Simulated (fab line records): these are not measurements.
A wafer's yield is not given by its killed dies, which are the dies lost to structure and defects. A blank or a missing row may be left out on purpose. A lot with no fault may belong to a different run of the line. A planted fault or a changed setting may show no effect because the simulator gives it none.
Chamber matching	flow sky130	4 sister chambers for SKY_VIA2_ETCH_14 on rie diel-02
The step etches BARC in N2/H2, stops on SiO2, time 45.9 s, target depth 60 nm. 18 wafers are shown with their chamber, then 9 later ones without.

EACH WAFER AND ITS CHAMBER
wafer	chamber	drypump motor current A (A)	rf fwd power W (W)	h2 flow sccm (sccm)
L075.1	3	4.7	494.9	199.4
L075.4	0	4.7	497.2	200.9
L075.5	1	5.3	496.9	200.4
L076.2	3	4.7	492.8	199.2
L076.3	2	5.9	493.6	199.5
L076.6	3	4.7	495.1	200.2
L080.3	2	5.9	494.0	199.1
L080.5	1	5.3	496.7	199.3
L080.6	0	4.7	494.2	200.5
L083.1	0	4.7	496.9	200.2
L083.2	2	5.9	493.8	200.1
L083.6	2	5.9	493.0	200.1
L088.2	2	5.9	493.1	199.8
L088.5	1	5.3	495.3	200.5
L088.6	2	6.0	492.8	199.0
L091.1	0	4.7	496.2	200.7
L091.2	3	4.7	494.5	200.5
L091.5	0	4.7	496.4	200.9

SIGNATURES (averages over the wafers above)
reading	chamber 0	chamber 1	chamber 2	chamber 3	scatter within a chamber
drypump motor current A	4.700	5.300	5.917	4.700	0.0244
rf fwd power W	496.180	496.300	493.383	494.325	0.906
h2 flow sccm	200.640	200.067	199.600	199.825	0.505
Rule: a wafer lies at a distance from a chamber equal to the root of the sum of squares, over the readings, of (its reading less the chamber's mean, divided by the reading's scatter). The wafer belongs to the nearest chamber; if the next one is less than 2 further off, it can't be placed. The scatter: the root of (the sum of the squares of (reading less its chamber's mean) over the shown wafers, divided by (wafers less chambers)).

WAFERS WITHOUT THEIR CHAMBER
wafer	drypump motor current A (A)	rf fwd power W (W)	h2 flow sccm (sccm)
L089.2	4.7	499.8	199.1
L089.4	5.9	495.0	199.7
L089.6	5.9	494.9	199.8
L092.1	4.7	497.2	200.5
L092.3	5.3	496.4	200.9
L092.6	4.7	498.5	200.5
L095.4	4.7	496.6	199.8
L095.5	4.7	497.2	199.7
L095.6	5.3	494.9	200.1

WHICH CHAMBER EACH WENT THROUGH
wafer	from the rows above	in truth
L089.2	can't be placed: 0 or 3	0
L089.4	2	2
L089.6	2	2
L092.1	0	0
L092.3	1	1
L092.6	0	0
L095.4	can't be placed: 0 or 3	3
L095.5	can't be placed: 0 or 3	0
L095.6	1	1
Correctly placed: 6 of 9. Not placeable from these rows: 3 (in 3, the candidates include the true chamber). Wrongly placed: 0.
